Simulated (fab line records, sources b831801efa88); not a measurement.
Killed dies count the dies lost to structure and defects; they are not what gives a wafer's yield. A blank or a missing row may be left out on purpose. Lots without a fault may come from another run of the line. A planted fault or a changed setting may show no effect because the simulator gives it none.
A struck lot beside a sound one | flow gf180mcu | 16 out of 602 route steps
Sound: wafers L640.1, L640.2, L640.4. Struck: wafer L644.3 (left out: L644.2, a lot-mate that was not struck); the cause follows at the end.
Per side, at each step with rows, come the tool, then ch with its chambers, and then its first start. Under that, the readings that differ: sound wafers | struck wafers | difference of the means | sigmas: that difference in standard deviations of wafers without a fault.
alike: readings whose means differ by less than 2 such deviations, and words and numbers that are the same on both sides. not compared: withheld readings, readings that some wafer has no value for, bounds like >300 that may hide the same value, and numbers for which the record gives no deviation and whose values overlap.
The two part at a step that has a row with sigmas, a row that says differs or no value, or rows on one side only. Numbers that don't overlap but have no deviation are shown without sigmas and don't part them. Lack of a reading on every wafer of one side parts them only where that side has two or more wafers.

first, 5 steps without rows for these wafers: GF_M5_COAT_02 (resist thk 1000 nm); GF_M5_SOFTBAKE_03 (time 60 s); GF_M5_EXPOSE_04 (exposes mask Metal5, target cd 280 nm); GF_M5_PEB_05 (peb time 90 s); GF_M5_DEVELOP_06 (develop time 60 s).
GF_M5_CD_MEAS_07: the cd target is 280 nm.
  sound on cd sem-02, day 26 08:22; struck on cd sem-02, day 28 00:40
  alike: cd nm
GF_M5_OVL_MEAS_08:
  sound on overlay-02, day 26 08:29; struck on overlay-02, day 28 00:47
  alike: M5_OVL
GF_M5_ETCH_09: etches Si3N4 in CF4/O2, target depth 52 nm, time 11.6 s.
  sound on rie diel-02 ch 0,1,3, day 26 08:31; struck on rie diel-02 ch 3, day 28 00:49
  alike: drypump motor current A, oes product au, throttle valve pct
  not compared: rf hours counter h
GF_M5_METAL_ETCH_10: etches the open film in Cl2/BCl3, stops on SiO2, target depth 627.5 nm, time 104.6 s.
  sound on rie metal-04 ch 0,1, day 26 08:33; struck on rie metal-02 ch 1, day 28 00:50
  reading                     | sound          | struck | difference | sigmas
  drypump motor current A (A) | 6.07 6.01 6.02 | 5.59   | -0.44      | -2
  alike: oes product au, throttle valve pct
  not compared: rf hours counter h
GF_M5_STRIP_11: strips in O2/N2.
  sound on plasma asher-03 ch 0,1, day 26 08:40; struck on plasma asher-01 ch 0, day 28 00:56
  alike: drypump motor current A, heater power w, oes product au, platen temp c, strip time to endpoint s
  not compared: rf hours counter h
then, 2 steps without rows for these wafers: GF_M5_STRIP_12 (strips in post etch residue remover, time 1200 s); GF_M5_CLEAN_13 (cleans in DIW).
GF_V5_CVD_00: deposits SiO2, target thk 300 nm, time 50 s.
  sound on hdpcvd-02 ch 0,1,2, day 26 09:14; struck on hdpcvd-02 ch 0, day 28 01:29
  reading                             | sound             | struck | difference | sigmas
  sih4 flow sccm (sccm)               | 59.97 59.64 60.09 | 72.44  | +12.54     | +78
  model.SiO2_of_V5_CVD_00.thk nm (nm) | 300 302.1 302.7   | 358.3  | +56.7      |
  alike: susceptor temp C
GF_V5_THK_MEAS_01:
  sound on film metro-04, day 26 09:17; struck on film metro-01, day 28 01:32
  reading            | sound       | struck | difference | sigmas
  V5_CVD_00_THK (nm) | 300 302 302 | 359    | +58        | +16
GF_V5_CVD_02: deposits SiO2 from TEOS, target thk 1450 nm, time 163.28 s.
  sound on pecvd-03 ch 0,1,2, day 26 09:20; struck on pecvd-04 ch 2, day 28 01:35
  alike: heater power w, susceptor temp C
-- the record jumps here: 3 days lie between the struck wafers' starts before and after (it left off in module V5 and takes up again in module PASSIVATION, whose first step shown is number 602 of the route) --
GF_PASSIVATION_PROBE_99:
  record: rows for the struck wafers here (prober-01, day 30 16:17), none for the sound ones

== WHERE THEY PART ==
At GF_M5_METAL_ETCH_10 first; at GF_PASSIVATION_PROBE_99 last (within this record only).

WHY: the cause the simulator had injected
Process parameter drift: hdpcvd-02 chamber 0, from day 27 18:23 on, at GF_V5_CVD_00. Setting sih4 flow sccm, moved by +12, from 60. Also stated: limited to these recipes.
